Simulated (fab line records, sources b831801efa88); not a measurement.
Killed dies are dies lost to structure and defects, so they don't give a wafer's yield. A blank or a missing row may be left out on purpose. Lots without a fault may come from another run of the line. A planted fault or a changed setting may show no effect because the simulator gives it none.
fab line records | flow sfq_line
record lots=7 wafers=21 last_day=89
route steps=325 shown L0@4 L0V@16 M0@28
lots that met no fault: from a run of the same line without faults
start_h: hours from the record's first day to the start of the lot's first wafer shown | wait_h: hours since the lot's step before | " the same as in the row above | L1.1+2: a row that stands for several wafers | - no value, or no start given | * or withheld: withheld | < > ~ a bound
route shown NAME@n: a module of which the file shows steps, and the number in the route of the first | usual: mean/standard deviation of fault-free wafers | same: alike in all rows | chamber/n: place in a boat | sites: the reading at each site | _std_site: their standard deviation | _edge_site: outer sites' mean less inner sites' | radius_mm: how far each site lies from the wafer's centre | mask NAME#n: copy n | behind: the tool/chamber that last shaped the wafer | hold: why the lot was held/for how many hours/how that ended | device: the transistor (n, p or np) that didn't switch | end of line: the same wafers' tests at the end of the route | a step without rows: its recipe alone | killed: dies lost to structure and defects at the first sort, not the wafer's yield | map: a wafer's dies, x killed, . not, _ none there
set.NAME: the setting as run; set.NAME@STEP: as run at that earlier step | model.NAME: the simulator's own value behind a step, which no gauge read
lots at some steps of the route; a table a step, a row a wafer
services: from which hour (start_h, from the record's first day; less than 0 if before it) a tool's chamber was out of use, for how many hours, and why
## steps
# step SFQ_L0_RS_MEAS_901
# recipe thk_meas_gauge=four-point-probe reads=MoNx_KI_of_TRILAYER_L0_DEP_SPUTTER_003
# usual L0_MONX_KI_RS=43.5/0.39
# columns lot.wafer tool chamber start_h wait_h L0_MONX_KI_RS[ohm/sq]
L543.1 film_metro-03 - 32.56 0.0 43.3
L543.2 " - " " 43.6
L543.5 " - " " 43.3
L547.1 film_metro-02 - 52.56 0.0 43.7
L547.5 " - " " 43.3
L547.6 " - " " 43.6
L548.1 film_metro-03 - 57.56 0.0 44.0
L548.3 " - " " 43.9
L548.6 " - " " 44.2
L549.2 film_metro-03 - 62.58 0.1 43.3
L549.3 " - " " 43.4
L549.6 " - " " 43.3
L556.2 film_metro-04 - 97.58 0.1 43.6
L556.3 " - " " 43.4
L556.6 " - " " 43.5
L557.1 film_metro-03 - 102.56 0.0 43.0
L557.3 " - " " 43.9
L557.5 " - " " 43.8
L562.1 film_metro-02 - 127.56 0.0 43.1
L562.3 " - " " 43.1
L562.6 " - " " 43.5
# step SFQ_L0_THK_MEAS_902
# recipe thk_meas_gauge=xrf reads=MoNx_KI_of_TRILAYER_L0_DEP_SPUTTER_003
# usual L0_MONX_KI_THK=39.4/0.44
# columns lot.wafer tool chamber start_h wait_h L0_MONX_KI_THK[nm]
L543.1 film_metro-03 - 32.68 0.1 39.0
L543.2 " - " " 39.0
L543.5 " - " " 39.5
L547.1 film_metro-02 - 52.68 0.1 39.8
L547.5 " - " " 40.3
L547.6 " - " " 40.1
L548.1 film_metro-03 - 57.68 0.1 38.7
L548.3 " - " " 38.9
L548.6 " - " " 38.5
L549.2 film_metro-03 - 62.69 0.1 39.5
L549.3 " - " " 39.5
L549.6 " - " " 39.2
L556.2 film_metro-04 - 97.69 0.1 39.6
L556.3 " - " " 39.6
L556.6 " - " " 39.6
L557.1 film_metro-03 - 102.68 0.1 39.6
L557.3 " - " " 39.1
L557.5 " - " " 39.1
L562.1 film_metro-02 - 127.68 0.1 40.2
L562.3 " - " " 40.4
L562.6 " - " " 40.0
# step SFQ_TRILAYER_L0_LITHO_COAT_010
# recipe resist=BARC spin_rpm=3000 resist_thk_nm=62
# step SFQ_TRILAYER_L0_LITHO_COAT_005
# recipe resist=KrF spin_rpm=3000 resist_thk_nm=600
# step SFQ_TRILAYER_L0_LITHO_SOFTBAKE_009
# recipe temp_c=withheld time_s=withheld resist=KrF
# step SFQ_TRILAYER_L0_LITHO_EXPOSE_006
# recipe mask_id=L0 na=0.6 source_shape=conventional sigma_outer=0.65 target_cd_nm=2000 dose_mj=14.4
# step SFQ_TRILAYER_L0_LITHO_PEB_008
# recipe peb_temp_c=115 peb_time_s=60 resist=KrF
# step SFQ_TRILAYER_L0_LITHO_DEVELOP_007
# recipe time_s=60 resist=KrF
# step SFQ_TRILAYER_L0_BARC_OPEN_METAL_ETCH_010
# recipe mask_material=PR chemistry=O2 target_depth_nm=125 target=BARC icp_w=600 bias_w=80 pressure_mtorr=10 time_s=41.7
# usual drypump_motor_current_A=5.52/0.18 oes_product_au=0.685/0.0048
# columns lot.wafer tool chamber start_h wait_h drypump_motor_current_A oes_product_au rf_hours_counter_h
L543.1 rie_metal-04 1 101.57 0.1 5.56 0.685 62
L543.2 " 0 " " 5.58 0.682 154
L543.5 " 0 " " 5.57 0.686 -
L547.1 rie_metal-03 0 124.37 0.1 5.14 0.682 101
L547.5 " 1 " " 5.78 0.690 -
L547.6 " 0 " " 5.15 0.678 -
L548.1 rie_metal-04 0 131.57 0.1 5.58 0.686 160
L548.3 " 1 " " 5.54 0.688 -
L548.6 " 0 " " 5.57 0.687 -
L549.2 rie_metal-01 0 138.32 0.1 5.42 0.685 95
L549.3 " 1 " " 5.59 0.685 -
L549.6 " 0 " " 5.43 0.689 -
L556.2 rie_metal-03 1 174.12 0.1 5.80 0.687 22
L556.3 " 1 " " 5.82 0.675 -
L556.6 " 1 " " 5.80 0.684 -
L557.1 rie_metal-01 0 178.92 0.1 5.38 0.690 101
L557.3 " 1 " " 5.55 0.688 -
L557.5 " 1 " " 5.57 0.686 -
L562.1 rie_metal-04 1 210.12 0.1 5.54 0.687 83
L562.3 " 0 " " 5.59 0.689 -
L562.6 " 0 " " 5.60 0.679 -
# step SFQ_TRILAYER_L0_ETCH_METAL_ETCH_008
# recipe target=MoNx_KI stop_on=SiO2 mask_material=PR chemistry=SF6/O2 target_depth_nm=50 icp_w=600 bias_w=80 pressure_mtorr=10 time_s=25
# usual drypump_motor_current_A=5.53/0.18 oes_product_au=0.873/0.0063
# columns lot.wafer tool chamber start_h wait_h drypump_motor_current_A oes_product_au rf_hours_counter_h
L543.1 rie_metal-04 1 101.63 0.0 5.56 0.874 62
L543.2 " 0 " " 5.58 0.872 154
L543.5 " 0 " " 5.59 0.864 -
L547.1 rie_metal-03 0 124.43 0.0 5.16 0.866 101
L547.5 " 1 " " 5.78 0.873 -
L547.6 " 0 " " 5.12 0.875 -
L548.1 rie_metal-04 0 131.63 0.0 5.58 0.867 160
L548.3 " 1 " " 5.58 0.872 -
L548.6 " 0 " " 5.57 0.865 -
L549.2 rie_metal-01 0 138.38 0.0 5.43 0.875 95
L549.3 " 1 " " 5.59 0.880 -
L549.6 " 0 " " 5.39 0.865 -
L556.2 rie_metal-03 1 174.18 0.0 5.77 0.870 22
L556.3 " 1 " " 5.77 0.878 -
L556.6 " 1 " " 5.78 0.877 -
L557.1 rie_metal-01 0 178.98 0.0 5.40 0.876 101
L557.3 " 1 " " 5.60 0.876 -
L557.5 " 1 " " 5.62 0.868 -
L562.1 rie_metal-04 1 210.18 0.0 5.57 0.881 83
L562.3 " 0 " " 5.62 0.878 -
L562.6 " 0 " " 5.60 0.885 -
# step SFQ_TRILAYER_L0_STRIP_STRIP_009
# recipe gas=O2 power_w=200 platen_temp_c=40 overash_fraction=0.65 chemistry=O2 pressure_mtorr=50
# usual drypump_motor_current_A=5.53/0.18 oes_product_au=0.999/0.012
# columns lot.wafer tool chamber start_h wait_h drypump_motor_current_A oes_product_au rf_hours_counter_h
L543.1 rie_metal-04 1 101.68 0.0 5.53 0.989 62
L543.2 " 0 " " 5.58 0.995 154
L543.5 " 0 " " 5.58 0.987 -
L547.1 rie_metal-03 0 124.48 0.0 5.20 1.002 102
L547.5 " 1 " " 5.80 1.013 -
L547.6 " 0 " " 5.19 0.999 -
L548.1 rie_metal-04 0 131.68 0.0 5.56 0.993 161
L548.3 " 1 " " 5.54 0.978 -
L548.6 " 0 " " 5.58 0.994 -
L549.2 rie_metal-01 0 138.43 0.0 5.39 0.999 95
L549.3 " 1 " " 5.59 1.021 -
L549.6 " 0 " " 5.41 1.004 -
L556.2 rie_metal-03 1 174.23 0.0 5.80 1.006 22
L556.3 " 1 " " 5.79 1.016 -
L556.6 " 1 " " 5.80 1.006 -
L557.1 rie_metal-01 0 179.03 0.0 5.44 1.004 102
L557.3 " 1 " " 5.62 1.011 -
L557.5 " 1 " " 5.59 1.005 -
L562.1 rie_metal-04 1 210.23 0.0 5.54 0.983 83
L562.3 " 0 " " 5.57 0.985 -
L562.6 " 0 " " 5.57 0.982 -
# step SFQ_TRILAYER_L0_STRIP_SOLV_CLEAN_010
# recipe chemistry=NMP temp_c=70 time_s=600
# step SFQ_TRILAYER_L0_CAP_PECVD_011
# recipe material=SiO2 temp_c=150 time_s=13.333 pressure_torr=2.4 rf_w=183.3 precursor=SiH4/N2O target_thk_nm=60
# usual chamber_pressure_Torr=2.400/0.0057 heater_power_outer_w=32/8.4 heater_power_w=87/14 throttle_valve_pct=24.6/1.6
# columns lot.wafer tool chamber start_h wait_h chamber_pressure_Torr heater_power_outer_w heater_power_w throttle_valve_pct
L543.1 pecvd-02 0 102.45 0.0 2.408 26 79 25.4
L543.2 " 1 " " 2.405 33 91 25.1
L543.5 " 2 " " 2.401 29 85 27.4
L547.1 pecvd-01 0 125.25 0.0 - - - -
L547.5 " 1 " " - - - -
L547.6 " 2 " " - - - -
L548.1 pecvd-02 1 132.45 0.0 - - - -
L548.3 " 2 " " - - - -
L548.6 " 1 " " - - - -
L549.2 pecvd-03 2 139.22 0.0 - - - -
L549.3 " 1 " " - - - -
L549.6 " 0 " " - - - -
L556.2 pecvd-02 0 175.00 0.0 2.402 27 78 25.2
L556.3 " 2 " " 2.406 31 89 27.2
L556.6 " 1 " " 2.395 27 85 25.0
L557.1 pecvd-03 1 179.80 0.0 2.401 19 65 22.5
L557.3 " 0 " " 2.410 27 76 22.1
L557.5 " 0 " " 2.404 28 75 22.4
L562.1 pecvd-03 2 211.00 0.0 2.397 43 106 24.3
L562.3 " 1 " " 2.396 18 65 22.6
L562.6 " 0 " " 2.397 31 80 22.5
# step SFQ_TRILAYER_L0_VIA_LITHO_COAT_018
# recipe resist=BARC spin_rpm=3000 resist_thk_nm=62
# step SFQ_TRILAYER_L0_VIA_LITHO_COAT_013
# recipe resist=KrF spin_rpm=3000 resist_thk_nm=650
# step SFQ_TRILAYER_L0_VIA_LITHO_SOFTBAKE_017
# recipe temp_c=withheld time_s=withheld resist=KrF
# step SFQ_TRILAYER_L0_VIA_LITHO_EXPOSE_014
# recipe mask_id=L0V na=0.6 source_shape=conventional sigma_outer=0.65 target_cd_nm=700 dose_mj=21.3
# step SFQ_TRILAYER_L0_VIA_LITHO_PEB_016
# recipe peb_temp_c=115 peb_time_s=60 resist=KrF
# step SFQ_TRILAYER_L0_VIA_LITHO_DEVELOP_015
# recipe time_s=60 resist=KrF
# step SFQ_L0V_OVL_MEAS_903
# usual L0V_OVL=-2/5.6
# columns lot.wafer tool chamber start_h wait_h L0V_OVL[nm]
L543.1 overlay-01 - 121.21 0.1 1
L543.2 " - " " 0
L543.5 " - " " -1
L547.1 overlay-01 - 145.09 0.1 -4
L547.5 " - " " -11
L547.6 " - " " -5
L548.1 overlay-01 - 151.09 0.1 7
L548.3 " - " " -5
L548.6 " - " " -1
L549.2 overlay-02 - 160.70 0.1 2
L549.3 " - " " 4
L549.6 " - " " 5
L556.2 overlay-02 - 199.68 0.1 6
L556.3 " - " " 3
L556.6 " - " " 1
L557.1 overlay-01 - 204.48 0.1 -8
L557.3 " - " " -9
L557.5 " - " " -10
L562.1 overlay-02 - 234.48 0.1 0
L562.3 " - " " -2
L562.6 " - " " -1
# step SFQ_TRILAYER_L0_VIA_BARC_OPEN_VIA_ETCH_021
# recipe mask_material=PR chemistry=O2 target_depth_nm=125 target=BARC source_w=500 bias_w=80 pressure_mtorr=30 time_s=41.7
# usual drypump_motor_current_A=5.9/0.53 oes_product_au=0.686/0.0048
# columns lot.wafer tool chamber start_h wait_h drypump_motor_current_A oes_product_au rf_hours_counter_h
L543.1 rie_diel-04 2 121.24 0.0 6.4 0.682 13
L543.2 " 3 " " 6.7 0.686 63
L543.5 " 0 " " 6.3 0.681 -
L547.1 rie_diel-04 2 145.13 0.0 6.5 0.692 13
L547.5 " 3 " " 6.7 0.686 -
L547.6 " 2 " " 6.5 0.684 -
L548.1 rie_diel-02 1 151.13 0.0 6.3 0.690 79
L548.3 " 2 " " 6.0 0.694 35
L548.6 " 0 " " 6.1 0.690 -
L549.2 rie_diel-04 0 160.73 0.0 6.3 0.685 55
L549.3 " 2 " " 6.5 0.681 14
L549.6 " 3 " " 6.7 0.691 -
L556.2 rie_diel-01 1 199.71 0.0 4.8 0.681 21
L556.3 " 3 " " 5.8 0.685 143
L556.6 " 0 " " 6.0 0.683 -
L557.1 rie_diel-02 3 204.51 0.0 5.6 0.685 61
L557.3 " 0 " " 6.1 0.694 4
L557.5 " 3 " " 5.6 0.689 -
L562.1 rie_diel-02 2 234.51 0.0 6.0 0.696 37
L562.3 " 1 " " 6.3 0.683 80
L562.6 " 1 " " 6.3 0.695 -
# step SFQ_TRILAYER_L0_VIA_ETCH_VIA_ETCH_016
# recipe target=SiO2 stop_on=MoNx_KI mask_material=PR chemistry=CHF3 target_depth_nm=80 source_w=500 bias_w=80 pressure_mtorr=30 time_s=withheld
# usual drypump_motor_current_A=5.9/0.53 oes_product_au=0.842/0.0081
# columns lot.wafer tool chamber start_h wait_h drypump_motor_current_A oes_product_au model.etch.depth_nm
L543.1 rie_diel-04 2 121.28 0.0 6.4 0.851 60.23
L543.2 " 3 " " 6.7 0.841 60.04
L543.5 " 0 " " 6.3 0.837 60.73
L547.1 rie_diel-04 2 145.17 0.0 6.5 0.380 0
L547.5 " 3 " " 6.7 0.378 0
L547.6 " 2 " " 6.5 0.379 0
L548.1 rie_diel-02 1 151.17 0.0 6.3 0.382 0
L548.3 " 2 " " 6.0 0.378 0
L548.6 " 0 " " 6.1 0.375 0
L549.2 rie_diel-04 0 160.77 0.0 6.3 0.372 0
L549.3 " 2 " " 6.4 0.378 0
L549.6 " 3 " " 6.7 0.378 0
L556.2 rie_diel-01 1 199.75 0.0 4.8 0.843 60.04
L556.3 " 3 " " 5.8 0.854 60.3
L556.6 " 0 " " 6.0 0.860 61.29
L557.1 rie_diel-02 3 204.55 0.0 5.6 0.837 58.76
L557.3 " 0 " " 6.1 0.829 58.94
L557.5 " 3 " " 5.6 0.839 58.78
L562.1 rie_diel-02 2 234.55 0.0 6.0 0.850 60.89
L562.3 " 1 " " 6.3 0.833 59.15
L562.6 " 1 " " 6.3 0.841 59.29
# step SFQ_TRILAYER_L0_VIA_STRIP_STRIP_017
# recipe gas=O2 power_w=200 platen_temp_c=40 overash_fraction=0.65 chemistry=O2 pressure_mtorr=50
# usual drypump_motor_current_A=5.50/0.25 oes_product_au=1.003/0.0085
# columns lot.wafer tool chamber start_h wait_h drypump_motor_current_A oes_product_au rf_hours_counter_h
L543.1 rie_metal-01 0 121.33 - 5.42 1.002 91
L543.2 " 1 " " 5.55 1.015 35
L543.5 " 0 " " 5.39 0.996 -
L547.1 rie_metal-02 1 145.21 - 5.82 1.007 44
L547.5 " 1 " " 5.82 0.997 -
L547.6 " 0 " " 5.21 0.988 -
L548.1 rie_metal-02 0 151.21 - 5.23 0.988 70
L548.3 " 0 " " 5.23 0.990 -
L548.6 " 1 " " 5.81 1.001 -
L549.2 rie_metal-02 1 160.81 - 5.82 1.003 47
L549.3 " 0 " " 5.21 0.987 -
L549.6 " 1 " " 5.82 1.003 -
L556.2 rie_metal-02 1 199.80 - 5.81 1.003 55
L556.3 " 1 " " 5.82 1.009 -
L556.6 " 0 " " 5.20 1.006 -
L557.1 rie_metal-01 1 204.60 - 5.57 1.001 49
L557.3 " 0 " " 5.38 1.011 -
L557.5 " 0 " " 5.39 1.002 -
L562.1 rie_metal-01 0 234.60 - 5.40 1.007 111
L562.3 " 1 " " 5.57 1.005 -
L562.6 " 1 " " 5.60 1.008 -
# step SFQ_TRILAYER_L0_VIA_STRIP_SOLV_CLEAN_018
# recipe chemistry=NMP temp_c=70 time_s=600
# step SFQ_TRILAYER_M0_DEP_PRE_CLEAN_020
# recipe gas=Ar time_s=15 bias_v=250
# step SFQ_TRILAYER_M0_DEP_SPUTTER_019
# recipe material=Nb base_pressure_pa=1.33e-06 chamber_pressure_pa=0.1333 substrate_temp_c=20 resputter_cathode_voltage_v=400 target_thk_nm=200 power_w=2000 time_s=133.3
# step SFQ_M0_RS_MEAS_904
# recipe thk_meas_gauge=four-point-probe reads=Nb_of_TRILAYER_M0_DEP_SPUTTER_019
# usual M0_NB_RS=0.888/0.01
# columns lot.wafer tool chamber start_h wait_h M0_NB_RS[ohm/sq]
L543.1 film_metro-01 - 122.22 0.0 0.907
L543.2 " - " " 0.893
L543.5 " - " " 0.901
L547.1 film_metro-04 - 146.10 0.0 0.907
L547.5 " - " " 0.897
L547.6 " - " " 0.899
L548.1 film_metro-03 - 152.10 0.0 0.890
L548.3 " - " " 0.890
L548.6 " - " " 0.873
L549.2 film_metro-01 - 161.92 0.1 0.892
L549.3 " - " " 0.893
L549.6 " - " " 0.888
L556.2 film_metro-03 - 200.71 0.1 0.899
L556.3 " - " " 0.902
L556.6 " - " " 0.900
L557.1 film_metro-03 - 205.49 0.0 0.889
L557.3 " - " " 0.890
L557.5 " - " " 0.891
L562.1 film_metro-03 - 235.49 0.0 0.900
L562.3 " - " " 0.896
L562.6 " - " " 0.903
# step SFQ_TRILAYER_M0_LITHO_COAT_026
# recipe resist=BARC spin_rpm=3000 resist_thk_nm=62
# step SFQ_TRILAYER_M0_LITHO_COAT_021
# recipe resist=KrF spin_rpm=3000 resist_thk_nm=600
# step SFQ_TRILAYER_M0_LITHO_SOFTBAKE_025
# recipe temp_c=withheld time_s=withheld resist=KrF
# step SFQ_TRILAYER_M0_LITHO_EXPOSE_022
# recipe mask_id=M0 na=0.6 source_shape=conventional sigma_outer=0.65 target_cd_nm=500 dose_mj=14.4
# usual exposure_dose_mJ_cm2=14.398/0.014 focus_offset_nm=0.0/0.43
# columns lot.wafer tool chamber start_h wait_h mask exposure_dose_mJ_cm2 focus_offset_nm
L543.1 krf_scanner-01 0 137.71 - M0#0 14.402 0.4
L543.2 " 0 " " M0#0 14.416 0.2
L543.5 " 0 " " M0#0 14.413 0.2
L547.1 krf_scanner-01 - 168.67 - M0#0 - -
L547.5 " - " " M0#0 - -
L547.6 " - " " M0#0 - -
L548.1 krf_scanner-01 - 173.47 - M0#0 - -
L548.3 " - " " M0#0 - -
L548.6 " - " " M0#0 - -
L549.2 krf_scanner-01 - 185.63 - M0#0 - -
L549.3 " - " " M0#0 - -
L549.6 " - " " M0#0 - -
L556.2 krf_scanner-01 0 223.58 - M0#0 14.409 -0.2
L556.3 " 0 " " M0#0 14.410 0.4
L556.6 " 0 " " M0#0 14.413 0.1
L557.1 krf_scanner-01 0 228.18 - M0#0 14.394 0.4
L557.3 " 0 " " M0#0 14.413 0.0
L557.5 " 0 " " M0#0 14.404 -0.1
L562.1 krf_scanner-01 0 260.39 - M0#0 14.409 0.4
L562.3 " 0 " " M0#0 14.395 -0.1
L562.6 " 0 " " M0#0 14.405 -0.2
# step SFQ_TRILAYER_M0_LITHO_PEB_024
# recipe peb_temp_c=115 peb_time_s=60 resist=KrF
## services
# columns tool chamber start_h hours kind
rie_metal-03 - 88.50 14.6 pm
rie_metal-01 0 101.80 17.1 repair
rie_diel-04 3 103.97 7.9 repair
rie_diel-04 0 108.81 4.0 repair
krf_scanner-01 - 114.81 1.3 pm
pecvd-02 2 122.06 3.5 repair
rie_metal-02 - 125.59 2.1 repair
rie_diel-04 0 128.02 5.2 repair
rie_diel-04 3 134.51 5.4 repair
krf_scanner-01 - 139.86 0.3 repair
pecvd-03 - 141.26 5.5 pm
krf_scanner-01 - 141.39 1.0 pm
rie_metal-01 1 144.34 4.5 repair
rie_diel-04 1 156.56 20.6 repair
pecvd-02 - 162.65 3.3 repair
rie_metal-01 - 173.05 0.4 repair
krf_scanner-01 - 174.67 3.6 pm
rie_diel-02 - 180.51 1.5 repair
rie_diel-02 1 192.78 9.9 repair
rie_metal-04 1 216.07 1.1 repair
rie_diel-02 3 219.31 16.5 repair
rie_metal-02 0 225.87 27.9 repair
rie_metal-03 1 245.12 2.7 repair
krf_scanner-01 - 247.86 2.9 repair
## key
first_sign step=SFQ_TRILAYER_L0_CAP_PECVD_011 reading=tool_record direction=missing
effect step=SFQ_TRILAYER_L0_VIA_ETCH_VIA_ETCH_016 reading=oes_product_au direction=down sigmas=57 usual=0.842 struck=0.378
effect step=SFQ_TRILAYER_M0_LITHO_EXPOSE_022 reading=tool_record direction=missing
model_effect step=SFQ_TRILAYER_L0_VIA_ETCH_VIA_ETCH_016 value=etch.depth_nm without=59.36 struck=0
met_at SFQ_TRILAYER_L0_CAP_PECVD_011
struck_wafers L547.1,L547.5,L547.6,L548.1,L548.3,L548.6,L549.2,L549.3,L549.6
onset_between 102.45 125.25
fault kind=skipped_step_whole tool=pecvd-01,pecvd-02,pecvd-03 chamber=- onset_h=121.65 steps=SFQ_TRILAYER_L0_CAP_PECVD_011 scope=struck_lots_only
